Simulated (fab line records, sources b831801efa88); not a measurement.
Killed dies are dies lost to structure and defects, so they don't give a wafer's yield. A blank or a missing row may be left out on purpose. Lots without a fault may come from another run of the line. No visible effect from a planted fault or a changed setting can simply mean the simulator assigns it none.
The tool behind it: which one? / flow gf180mcu / Sampling: 12 lots, 36 wafers, 6 of 602 route steps

== WHAT THE GAUGES READ, wafer by wafer ==
GF_LVPWELL_TW_MEAS_11. Usual: LVPWELL_TW 556, standard deviation 4.
lot=L122; measured=day 3 22:19; on=film-metro-02; LVPWELL_TW=562 561 563; flag=
lot=L124; measured=day 4 06:14; on=film-metro-02; LVPWELL_TW=564 559 561; flag=
lot=L126; measured=day 4 18:57; on=film-metro-03; LVPWELL_TW=555 556 556; flag=
lot=L128; measured=day 5 05:58; on=film-metro-03; LVPWELL_TW=553 552 554; flag=
lot=L129; measured=day 5 12:38; on=film-metro-03; LVPWELL_TW=551 550 551; flag=
lot=L130; measured=day 5 17:31; on=film-metro-03; LVPWELL_TW=554 551 553; flag=
lot=L132; measured=day 6 05:56; on=film-metro-03; LVPWELL_TW=558 557 554; flag=
lot=L133; measured=day 6 11:35; on=film-metro-03; LVPWELL_TW=560 557 555; flag=
lot=L139; measured=day 7 20:41; on=film-metro-03; LVPWELL_TW=539 535 540; flag=OFF
lot=L140; measured=day 8 01:56; on=film-metro-04; LVPWELL_TW=541 540 541; flag=OFF
lot=L143; measured=day 8 17:57; on=film-metro-03; LVPWELL_TW=553 555 554; flag=
lot=L144; measured=day 8 23:38; on=film-metro-03; LVPWELL_TW=553 555 554; flag=

GF_VT_IMPLANT_RS_MEAS_48: the measuring method here is four-point-probe. Usual: LVPWELL_RS 1197.1 ohm/sq, standard deviation 2.5.
lot=L122; measured=day 7 14:26; on=film-metro-02; LVPWELL_RS (ohm/sq)=1197.5 1202.3 1199.0; flag=
lot=L124; measured=day 7 22:53; on=film-metro-02; LVPWELL_RS (ohm/sq)=1197.6 1198.4 1200.7; flag=
lot=L126; measured=day 8 16:01; on=film-metro-04; LVPWELL_RS (ohm/sq)=1196.4 1197.6 1199.2; flag=
lot=L128; measured=day 9 03:44; on=film-metro-03; LVPWELL_RS (ohm/sq)=1195.1 1195.9 1194.4; flag=
lot=L129; measured=day 9 11:10; on=film-metro-04; LVPWELL_RS (ohm/sq)=1196.1 1198.9 1197.9; flag=
lot=L130; measured=day 9 18:23; on=film-metro-03; LVPWELL_RS (ohm/sq)=1191.8 1196.6 1195.9; flag=
lot=L132; measured=day 10 10:39; on=film-metro-04; LVPWELL_RS (ohm/sq)=1199.4 1195.7 1199.5; flag=
lot=L133; measured=day 10 16:09; on=film-metro-04; LVPWELL_RS (ohm/sq)=1196.3 1193.4 1198.2; flag=
lot=L139; measured=day 12 07:12; on=film-metro-04; LVPWELL_RS (ohm/sq)=1249.3 1247.2 1250.2; flag=OFF
lot=L140; measured=day 12 13:54; on=film-metro-04; LVPWELL_RS (ohm/sq)=1254.9 1252.3 1255.1; flag=OFF
lot=L143; measured=day 13 10:20; on=film-metro-02; LVPWELL_RS (ohm/sq)=1198.3 1201.9 1198.0; flag=
lot=L144; measured=day 13 16:29; on=film-metro-03; LVPWELL_RS (ohm/sq)=1192.5 1197.6 1193.5; flag=

GF_SAB_THK_MEAS_01. Usual: SAB_CVD_00_THK 50.0 nm, standard deviation 0.63.
lot=L122; measured=day 14 03:53; on=film-metro-02; SAB_CVD_00_THK (nm)=50.2 51.0 50.1; flag=
lot=L124; measured=day 14 16:59; on=film-metro-01; SAB_CVD_00_THK (nm)=49.5 49.7 50.8; flag=
lot=L126; measured=day 15 12:26; on=film-metro-04; SAB_CVD_00_THK (nm)=49.6 49.2 50.9; flag=
lot=L128; measured=day 16 05:23; on=film-metro-01; SAB_CVD_00_THK (nm)=49.1 49.0 49.6; flag=
lot=L129; measured=day 16 15:51; on=film-metro-04; SAB_CVD_00_THK (nm)=50.4 50.3 49.8; flag=
lot=L130; measured=day 17 02:39; on=film-metro-01; SAB_CVD_00_THK (nm)=50.0 50.4 50.9; flag=
lot=L132; measured=day 17 23:26; on=film-metro-01; SAB_CVD_00_THK (nm)=49.6 50.6 50.7; flag=
lot=L133; measured=day 18 10:12; on=film-metro-01; SAB_CVD_00_THK (nm)=48.7 50.4 50.0; flag=
lot=L139; measured=day 20 06:48; on=film-metro-02; SAB_CVD_00_THK (nm)=49.4 49.9 50.1; flag=
lot=L140; measured=day 20 15:53; on=film-metro-01; SAB_CVD_00_THK (nm)=49.1 49.0 48.5; flag=
lot=L143; measured=day 21 10:38; on=film-metro-01; SAB_CVD_00_THK (nm)=50.1 50.5 50.1; flag=
lot=L144; measured=day 21 19:08; on=film-metro-01; SAB_CVD_00_THK (nm)=49.8 50.5 50.0; flag=

GF_V1_THK_MEAS_01. Usual: V1_CVD_00_THK 601 nm, standard deviation 5.3.
lot=L122; measured=day 17 00:11; on=film-metro-04; V1_CVD_00_THK (nm)=608 603 610; flag=
lot=L124; measured=day 17 15:38; on=film-metro-04; V1_CVD_00_THK (nm)=598 596 591; flag=
lot=L126; measured=day 18 11:37; on=film-metro-02; V1_CVD_00_THK (nm)=607 603 602; flag=
lot=L128; measured=day 19 06:30; on=film-metro-02; V1_CVD_00_THK (nm)=603 604 599; flag=
lot=L129; measured=day 19 17:47; on=film-metro-02; V1_CVD_00_THK (nm)=600 600 597; flag=
lot=L130; measured=day 20 04:49; on=film-metro-04; V1_CVD_00_THK (nm)=598 601 603; flag=
lot=L132; measured=day 21 03:41; on=film-metro-02; V1_CVD_00_THK (nm)=604 606 598; flag=
lot=L133; measured=day 21 14:20; on=film-metro-04; V1_CVD_00_THK (nm)=599 601 593; flag=
lot=L139; measured=day 23 09:52; on=film-metro-04; V1_CVD_00_THK (nm)=601 604 605; flag=
lot=L140; measured=day 23 18:23; on=film-metro-02; V1_CVD_00_THK (nm)=599 598 594; flag=
lot=L143; measured=day 24 13:23; on=film-metro-02; V1_CVD_00_THK (nm)=598 589 603; flag=
lot=L144; measured=day 24 20:39; on=film-metro-04; V1_CVD_00_THK (nm)=596 594 603; flag=

== WHAT TOOL EACH LOT RAN ON (gives the tool, then ch and the chambers of the sampled wafers, and finally the start) ==
lot=L122; GF_LVPWELL_IMPLANT_08=implanter-04 ch 0, day 3 21:58; GF_SALICIDE_RTA_06=rtp-anneal-01 ch 0, day 15 01:26
lot=L124; GF_LVPWELL_IMPLANT_08=implanter-02 ch 0, day 4 05:50; GF_SALICIDE_RTA_06=rtp-anneal-02 ch 0, day 15 15:22
lot=L126; GF_LVPWELL_IMPLANT_08=implanter-01 ch 0, day 4 18:34; GF_SALICIDE_RTA_06=rtp-anneal-02 ch 0, day 16 10:37
lot=L128; GF_LVPWELL_IMPLANT_08=implanter-01 ch 0, day 5 05:34; GF_SALICIDE_RTA_06=rtp-anneal-01 ch 0, day 17 04:46
lot=L129; GF_LVPWELL_IMPLANT_08=implanter-02 ch 0, day 5 12:14; GF_SALICIDE_RTA_06=rtp-anneal-02 ch 0, day 17 15:07
lot=L130; GF_LVPWELL_IMPLANT_08=implanter-02 ch 0, day 5 17:08; GF_SALICIDE_RTA_06=rtp-anneal-02 ch 0, day 18 02:03
lot=L132; GF_LVPWELL_IMPLANT_08=implanter-02 ch 0, day 6 05:32; GF_SALICIDE_RTA_06=rtp-anneal-01 ch 0, day 18 23:55
lot=L133; GF_LVPWELL_IMPLANT_08=implanter-02 ch 0, day 6 11:11; GF_SALICIDE_RTA_06=rtp-anneal-01 ch 0, day 19 10:28
lot=L139; GF_LVPWELL_IMPLANT_08=implanter-02 ch 0, day 7 20:17; GF_SALICIDE_RTA_06=rtp-anneal-01 ch 0, day 21 07:37
lot=L140; GF_LVPWELL_IMPLANT_08=implanter-02 ch 0, day 8 01:32; GF_SALICIDE_RTA_06=rtp-anneal-02 ch 0, day 21 16:52
lot=L143; GF_LVPWELL_IMPLANT_08=implanter-04 ch 0, day 8 17:34; GF_SALICIDE_RTA_06=rtp-anneal-01 ch 0, day 22 11:28
lot=L144; GF_LVPWELL_IMPLANT_08=implanter-04 ch 0, day 8 23:14; GF_SALICIDE_RTA_06=rtp-anneal-01 ch 0, day 22 19:31
- GF_LVPWELL_IMPLANT_08
- GF_SALICIDE_RTA_06: time 30 s.

== AS READ BY THE TOOLS THEMSELVES (means over the sampled wafers that have a number; for cases with no such wafer, the mark the record gives instead) ==
GF_LVPWELL_IMPLANT_08. Usual: dose-ions-cm2 1.5e+13, standard deviation 1.8e+10; faraday-current-uA 84.4, standard deviation 1.7; tilt-deg -0.003 degrees, standard deviation 0.018.
lot=L122; tool=implanter-04; dose-ions-cm2=1.5e+13; faraday-current-uA=86.0; tilt-deg (degrees)=0.011; flag=
lot=L124; tool=implanter-02; dose-ions-cm2=1.5e+13; faraday-current-uA=84.1; tilt-deg (degrees)=0.014; flag=
lot=L126; tool=implanter-01; dose-ions-cm2=1.5e+13; faraday-current-uA=84.3; tilt-deg (degrees)=0.025; flag=
lot=L128; tool=implanter-01; dose-ions-cm2=1.5e+13; faraday-current-uA=86.3; tilt-deg (degrees)=-0.006; flag=
lot=L129; tool=implanter-02; dose-ions-cm2=1.5e+13; faraday-current-uA=84.7; tilt-deg (degrees)=-0.008; flag=
lot=L130; tool=implanter-02; dose-ions-cm2=1.5e+13; faraday-current-uA=85.4; tilt-deg (degrees)=0.000; flag=
lot=L132; tool=implanter-02; dose-ions-cm2=1.5e+13; faraday-current-uA=84.1; tilt-deg (degrees)=-0.001; flag=
lot=L133; tool=implanter-02; dose-ions-cm2=1.5e+13; faraday-current-uA=83.5; tilt-deg (degrees)=0.001; flag=
lot=L139; tool=implanter-02; dose-ions-cm2=1.4e+13; faraday-current-uA=78.0; tilt-deg (degrees)=-0.018; flag=OFF
lot=L140; tool=implanter-02; dose-ions-cm2=1.4e+13; faraday-current-uA=77.3; tilt-deg (degrees)=-0.003; flag=OFF
lot=L143; tool=implanter-04; dose-ions-cm2=1.5e+13; faraday-current-uA=82.9; tilt-deg (degrees)=0.026; flag=
lot=L144; tool=implanter-04; dose-ions-cm2=1.5e+13; faraday-current-uA=84.8; tilt-deg (degrees)=0.004; flag=

GF_SALICIDE_RTA_06. Usual: lamp-power-pct 5.76 %, standard deviation 0.21; wafer_temp_C_max 534.1, standard deviation 1.
lot=L122; tool=rtp-anneal-01; lamp-power-pct (%)=5.99; wafer_temp_C_max=533.5; flag=
lot=L124; tool=rtp-anneal-02; lamp-power-pct (%)=5.57; wafer_temp_C_max=534.5; flag=
lot=L126; tool=rtp-anneal-02; lamp-power-pct (%)=5.57; wafer_temp_C_max=534.8; flag=
lot=L128; tool=rtp-anneal-01; lamp-power-pct (%)=5.99; wafer_temp_C_max=533.7; flag=
lot=L129; tool=rtp-anneal-02; lamp-power-pct (%)=5.57; wafer_temp_C_max=535.3; flag=
lot=L130; tool=rtp-anneal-02; lamp-power-pct (%)=5.57; wafer_temp_C_max=534.4; flag=
lot=L132; tool=rtp-anneal-01; lamp-power-pct (%)=5.99; wafer_temp_C_max=533.2; flag=
lot=L133; tool=rtp-anneal-01; lamp-power-pct (%)=5.99; wafer_temp_C_max=532.7; flag=
lot=L139; tool=rtp-anneal-01; lamp-power-pct (%)=5.99; wafer_temp_C_max=533.3; flag=
lot=L140; tool=rtp-anneal-02; lamp-power-pct (%)=5.57; wafer_temp_C_max=534.3; flag=
lot=L143; tool=rtp-anneal-01; lamp-power-pct (%)=5.99; wafer_temp_C_max=533.1; flag=
lot=L144; tool=rtp-anneal-01; lamp-power-pct (%)=6.00; wafer_temp_C_max=533.2; flag=

== THE ANSWER, worked out from the rows above alone ==
Rule: lot off if the mean of its wafers having a number is beyond 3 standard deviations from the usual mean. A lot without any number at a reading at which 4 lots or more have one is off too. Any other lot the step has rows for is counted as sound. Order of review: gauges by route order, followed by the tools' own readings, for which a lot's mean as printed above is used. The first step at which some lot is off is used, and at that step the reading that is off furthest; a lot without a number counts as furthest.
Off: at GF_LVPWELL_TW_MEAS_11 (LVPWELL_TW), L139, L140.
A tool fits if, at a process step before that reading, it ran every lot that is off, and no sound lot after the first of them. The gauges at GF_LVPWELL_TW_MEAS_11 aren't tried: what is off there is off at GF_LVPWELL_IMPLANT_08 too, on other tools, and a gauge's error can't cause that. One candidate fits, namely implanter-02 at GF_LVPWELL_IMPLANT_08. A fault onset in the window from L133 (day 6 11:11, its last sound lot) to L139 (day 7 20:17, its first lot off) fits.
The tool's own readings at GF_LVPWELL_IMPLANT_08 bear it out: on the lots that are off they differ by more than 5 times the standard deviation of the sound lots' means. dose-ions-cm2 reads 1.4e+13 there against 1.5e+13 on the sound lots; faraday-current-uA reads 77.7 there against 84.6 on the sound lots.

== WHAT HAD BEEN PUT IN BY THE SIMULATOR ==
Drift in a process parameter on implanter-02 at GF_LVPWELL_IMPLANT_08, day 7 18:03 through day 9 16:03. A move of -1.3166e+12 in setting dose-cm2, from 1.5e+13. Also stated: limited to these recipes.
Struck lots among those shown: L139, L140. The same result came from the rule above.
